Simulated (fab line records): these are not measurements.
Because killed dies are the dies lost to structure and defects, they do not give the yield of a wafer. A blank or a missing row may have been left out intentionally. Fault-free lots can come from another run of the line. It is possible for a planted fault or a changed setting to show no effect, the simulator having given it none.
Comparing a struck lot with a sound one || flow sky130 || 18 steps out of a route of 708
Sound: the wafers L608.1, L608.4, L608.6. The struck wafers were L619.3, L619.4, L619.6. The cause is given at the end.
For every step that has rows: the tool of each side, followed by ch and its chambers, followed by its first start. Under that, the readings that differ: sound wafers || struck wafers || difference of the means || sigmas: that difference in standard deviations of wafers without a fault.
alike: a reading whose means differ by less than 2 such deviations, as well as words and numbers matching on both sides. not compared: withheld readings; readings where some wafer has no value; bounds like >300 that might hide an equal value; numbers whose values overlap and for which the record gives no deviation.
The two part at a step that has a row with sigmas, a row that says differs or no value, or rows on one side only. Numbers that don't overlap but have no deviation are shown without sigmas and don't part them. A reading missing from all wafers of one side parts the sides only when that side holds two or more wafers.

SKY_METAL4_STRIP_19: strips in O2/N2.
  sound on plasma_asher-03 ch 0,1, day 43 08:23; struck on plasma_asher-03 ch 0,1, day 46 09:40
  alike: drypump_motor_current_A, oes_product_au, strip_time_to_endpoint_s
  not compared: rf_hours_counter_h
then, 4 steps without rows for these wafers: SKY_METAL4_STRIP_20 (strips in post etch residue remover, time 1200 s); SKY_METAL4_CLEAN_21 (cleans in IPA, time 180 s); SKY_METAL4_CLEAN_22 (cleans in O3/DIW); SKY_VIA4_HDPCVD_00 (deposits SiO2, target thk 1750 nm, time 291.7 s).
SKY_VIA4_THK_MEAS_01:
  sound on film_metro-01, day 43 09:10; struck on film_metro-04, day 46 10:28
  alike: VIA4_HDPCVD_THK
SKY_VIA4_CMP_02: polishes SiO2.
  sound on cmp-01 ch 1,2,3, day 43 09:13; struck on cmp-01 ch 1,3, day 46 10:30
  alike: motor_current_A
SKY_VIA4_BOW_MEAS_03:
  sound on film_metro-01, day 43 09:31; struck on film_metro-04, day 46 10:50
  alike: VIA4_BOW
then, 4 steps without rows for these wafers: SKY_VIA4_DEHYDRATE_04 (time 60 s); SKY_VIA4_HMDS_05 (prime time 60 s); SKY_VIA4_COAT_06 (resist thk 1140 nm); SKY_VIA4_SOFTBAKE_07 (time 60 s).
SKY_VIA4_EXPOSE_08: exposes mask VIM4, target cd 800 nm.
  sound on iline_stepper-01 ch 0, day 43 20:58; struck on iline_stepper-01 ch 0, day 46 21:00
{"reading": "model.VIA4.overlay_x_nm (nm)", "sound": "-0.3319 -0.3319 -0.3319", "struck": "132.6 132.6 132.6", "difference": "+132.9", "sigmas": ""}
  alike: mask
then, 2 steps without rows for these wafers: SKY_VIA4_PEB_09; SKY_VIA4_DEVELOP_10 (develop time 60 s).
SKY_VIA4_OVL_MEAS_11:
  sound on overlay-01, day 44 07:53; struck on overlay-02, day 47 06:56
{"reading": "VIA4_OVL (nm)", "sound": "0.5 0.8 -0.2", "struck": "130.8 132.9 134.4", "difference": "+132.3", "sigmas": "+95"}
SKY_VIA4_ETCH_12: etches SiO2 in C4F8/O2/Ar, stops on TiN, target depth 580 nm.
  sound on rie_diel-01 ch 1,2,3, day 44 07:55; struck on rie_diel-03 ch 0,1,2, day 47 06:58
  alike: oes_product_au
SKY_PAD_OPEN_PROBE_99:
  rows exist in the record for the sound wafers here (prober-02, day 47 05:03), none for the struck ones

## WHERE THEY PART
Last at SKY_PAD_OPEN_PROBE_99 as far as this record goes, first at SKY_VIA4_OVL_MEAS_11.

WHY: whatever the simulator had introduced
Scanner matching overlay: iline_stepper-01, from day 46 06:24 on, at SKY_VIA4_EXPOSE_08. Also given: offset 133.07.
